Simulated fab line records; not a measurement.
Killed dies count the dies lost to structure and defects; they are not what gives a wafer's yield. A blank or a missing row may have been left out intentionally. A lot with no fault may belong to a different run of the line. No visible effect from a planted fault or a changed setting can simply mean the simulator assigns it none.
Which of the tools did it? :: flow gf180mcu :: 13 lots, 39 wafers sampled, at 3 steps of a route of 602

## WHAT THE GAUGES SHOWED, per wafer
GF_STI_THK_MEAS_04. Usual: STI_CVD_03_THK gives 206.2 nm (standard deviation 2.1).
lot: L855
measured: day 1 13:34
on: film_metro-02
STI_CVD_03_THK (nm): 203.5 202.9 203.6
flag: 

lot: L857
measured: day 2 01:05
on: film_metro-04
STI_CVD_03_THK (nm): 207.8 206.7 206.5
flag: 

lot: L858
measured: day 2 04:38
on: film_metro-04
STI_CVD_03_THK (nm): 209.3 210.2 206.3
flag: 

lot: L859
measured: day 2 09:35
on: film_metro-02
STI_CVD_03_THK (nm): 207.7 206.2 206.6
flag: 

lot: L861
measured: day 2 19:35
on: film_metro-03
STI_CVD_03_THK (nm): 206.4 207.8 205.8
flag: 

lot: L864
measured: day 3 10:56
on: film_metro-02
STI_CVD_03_THK (nm): 207.7 206.1 207.5
flag: 

lot: L865
measured: day 3 16:08
on: film_metro-03
STI_CVD_03_THK (nm): 206.0 207.8 207.6
flag: 

lot: L867
measured: day 4 03:23
on: film_metro-03
STI_CVD_03_THK (nm): 203.5 203.3 204.4
flag: 

lot: L868
measured: day 4 07:31
on: film_metro-02
STI_CVD_03_THK (nm): 207.6 208.4 207.7
flag: 

lot: L869
measured: day 4 12:56
on: film_metro-02
STI_CVD_03_THK (nm): 208.4 207.1 206.7
flag: 

lot: L870
measured: day 4 16:35
on: film_metro-03
STI_CVD_03_THK (nm): 202.8 204.0 203.5
flag: 

lot: L871
measured: day 4 21:49
on: film_metro-02
STI_CVD_03_THK (nm): 204.1 204.4 205.0
flag: 

lot: L875
measured: day 5 19:56
on: film_metro-03
STI_CVD_03_THK (nm): 206.0 203.4 203.6
flag: 

GF_STI_THK_MEAS_24. Usual: STI_CVD_23_THK gives 656 nm (standard deviation 10).
lot: L855
measured: day 2 03:17
on: film_metro-03
STI_CVD_23_THK (nm): 667 673 664
flag: 

lot: L857
measured: day 2 14:56
on: film_metro-02
STI_CVD_23_THK (nm): 661 671 665
flag: 

lot: L858
measured: day 2 18:34
on: film_metro-02
STI_CVD_23_THK (nm): 667 658 656
flag: 

lot: L859
measured: day 2 23:47
on: film_metro-03
STI_CVD_23_THK (nm): 664 657 656
flag: 

lot: L861
measured: day 3 10:20
on: film_metro-02
STI_CVD_23_THK (nm): 671 661 673
flag: 

lot: L864
measured: day 4 02:47
on: film_metro-03
STI_CVD_23_THK (nm): 654 644 653
flag: 

lot: L865
measured: day 4 09:48
on: film_metro-04
STI_CVD_23_THK (nm): 665 670 666
flag: 

lot: L867
measured: day 4 21:02
on: film_metro-02
STI_CVD_23_THK (nm): 642 636 642
flag: 

lot: L868
measured: day 4 23:37
on: film_metro-03
STI_CVD_23_THK (nm): 659 664 662
flag: 

lot: L869
measured: day 5 05:03
on: film_metro-04
STI_CVD_23_THK (nm): 663 659 662
flag: 

lot: L870
measured: day 5 09:44
on: film_metro-02
STI_CVD_23_THK (nm): 637 641 640
flag: 

lot: L871
measured: day 5 13:59
on: film_metro-03
STI_CVD_23_THK (nm): 670 670 668
flag: 

lot: L875
measured: day 6 12:48
on: film_metro-03
STI_CVD_23_THK (nm): 676 659 665
flag: 

## EACH LOT AND THE TOOL THAT RAN IT (in order: tool; ch and the chambers of the sampled wafers; start)
lot: L855
GF_STI_ETCH_13: rie_diel-04 ch 0,1,3, day 2 01:25

lot: L857
GF_STI_ETCH_13: rie_diel-01 ch 0,2, day 2 12:46

lot: L858
GF_STI_ETCH_13: rie_diel-01 ch 0,3, day 2 16:34

lot: L859
GF_STI_ETCH_13: rie_diel-04 ch 0,1,2, day 2 20:55

lot: L861
GF_STI_ETCH_13: rie_diel-01 ch 2,3, day 3 08:19

lot: L864
GF_STI_ETCH_13: rie_diel-01 ch 0,1, day 4 00:22

lot: L865
GF_STI_ETCH_13: rie_diel-04 ch 0,3, day 4 06:05

lot: L867
GF_STI_ETCH_13: rie_diel-01 ch 0,1,3, day 4 17:59

lot: L868
GF_STI_ETCH_13: rie_diel-01 ch 0,1,2, day 4 21:31

lot: L869
GF_STI_ETCH_13: rie_diel-02 ch 0,1,3, day 5 02:31

lot: L870
GF_STI_ETCH_13: rie_diel-01 ch 0,1,3, day 5 06:37

lot: L871
GF_STI_ETCH_13: rie_diel-02 ch 0,1,2, day 5 12:07

lot: L875
GF_STI_ETCH_13: rie_diel-01 ch 0,3, day 6 09:58
- GF_STI_ETCH_13: etches the open film in CHF3/O2, stops on Si, target depth 282.31 nm, time 112.9 s.

## WHAT THE TOOLS THEMSELVES READ (means of the sampled wafers that have a number; where no wafer has one, the mark that the record gives instead)
GF_STI_ETCH_13. Usual: bias_w 200.0 W, standard deviation 0.62; chamber_pressure_mTorr 40.00 mTorr, standard deviation 0.038; drypump_motor_current_A 5.7 A, standard deviation 0.54; oes_product_au 0.830 a.u., standard deviation 0.0061; throttle_valve_pct 8.810 %, standard deviation 0.0094.
lot: L855
tool: rie_diel-04
bias_w (W): 200.3
chamber_pressure_mTorr (mTorr): 40.01
drypump_motor_current_A (A): 5.5
oes_product_au (a.u.): 0.820
throttle_valve_pct (%): 8.812
flag: 

lot: L857
tool: rie_diel-01
bias_w (W): 200.2
chamber_pressure_mTorr (mTorr): 39.97
drypump_motor_current_A (A): 6.3
oes_product_au (a.u.): 0.833
throttle_valve_pct (%): 8.823
flag: 

lot: L858
tool: rie_diel-01
bias_w (W): 200.1
chamber_pressure_mTorr (mTorr): 39.96
drypump_motor_current_A (A): 6.2
oes_product_au (a.u.): 0.835
throttle_valve_pct (%): 8.817
flag: 

lot: L859
tool: rie_diel-04
bias_w (W): 199.9
chamber_pressure_mTorr (mTorr): 39.99
drypump_motor_current_A (A): 5.5
oes_product_au (a.u.): 0.834
throttle_valve_pct (%): 8.812
flag: 

lot: L861
tool: rie_diel-01
bias_w (W): 199.6
chamber_pressure_mTorr (mTorr): 40.03
drypump_motor_current_A (A): 6.4
oes_product_au (a.u.): 0.830
throttle_valve_pct (%): 8.809
flag: 

lot: L864
tool: rie_diel-01
bias_w (W): 200.2
chamber_pressure_mTorr (mTorr): 40.00
drypump_motor_current_A (A): 5.4
oes_product_au (a.u.): 0.836
throttle_valve_pct (%): 8.804
flag: 

lot: L865
tool: rie_diel-04
bias_w (W): 200.3
chamber_pressure_mTorr (mTorr): 39.99
drypump_motor_current_A (A): 5.5
oes_product_au (a.u.): 0.834
throttle_valve_pct (%): 8.805
flag: 

lot: L867
tool: rie_diel-01
bias_w (W): 199.9
chamber_pressure_mTorr (mTorr): 40.00
drypump_motor_current_A (A): 5.9
oes_product_au (a.u.): 0.827
throttle_valve_pct (%): 8.810
flag: 

lot: L868
tool: rie_diel-01
bias_w (W): 200.4
chamber_pressure_mTorr (mTorr): 39.96
drypump_motor_current_A (A): 5.9
oes_product_au (a.u.): 0.833
throttle_valve_pct (%): 8.814
flag: 

lot: L869
tool: rie_diel-02
bias_w (W): 199.8
chamber_pressure_mTorr (mTorr): 39.97
drypump_motor_current_A (A): 5.5
oes_product_au (a.u.): 0.835
throttle_valve_pct (%): 8.806
flag: 

lot: L870
tool: rie_diel-01
bias_w (W): 163.3
chamber_pressure_mTorr (mTorr): 39.97
drypump_motor_current_A (A): 5.8
oes_product_au (a.u.): 0.825
throttle_valve_pct (%): 8.816
flag: OFF

lot: L871
tool: rie_diel-02
bias_w (W): 200.0
chamber_pressure_mTorr (mTorr): 39.99
drypump_motor_current_A (A): 5.3
oes_product_au (a.u.): 0.827
throttle_valve_pct (%): 8.813
flag: 

lot: L875
tool: rie_diel-01
bias_w (W): 162.5
chamber_pressure_mTorr (mTorr): 40.03
drypump_motor_current_A (A): 6.3
oes_product_au (a.u.): 0.827
throttle_valve_pct (%): 8.812
flag: OFF

## THE ANSWER, worked out from the rows above alone
Rule: a lot is off if the mean of its wafers that have a number lies more than 3 standard deviations from the usual mean. Also off: a lot with no number at a reading for which 4 or more lots have one. All remaining lots with rows at the step are treated as sound. The gauges are gone through in route order, then the tools' own readings, and for those a lot's mean is taken as printed above. At the first step where some lot is off, the reading lying furthest off is the one used; lots without a number count as furthest.
Off: L870, L875, at GF_STI_ETCH_13 (bias_w).
If a tool, at that step or one of the process steps before it, ran each lot that is off and ran no sound lot following the first of them, it fits. One fits: rie_diel-01 at GF_STI_ETCH_13. Its last sound lot is L868 (day 4 21:31), its first lot that is off L870 (day 5 06:37): a fault that began between those two fits.
On the lots that are off, the tool's own readings at GF_STI_ETCH_13 differ by more than 5 times the standard deviation of the sound lots' means, which bears it out; bias_w reads 162.9 W there versus 200.1 W on the sound lots.

## WHAT WAS PUT IN BY THE SIMULATOR
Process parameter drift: rie_diel-01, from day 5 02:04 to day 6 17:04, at GF_STI_ETCH_13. Setting bias_w, moved by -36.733, from 200. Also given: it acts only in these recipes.
Lots struck among those shown: L870, L875. The rule above found the same.
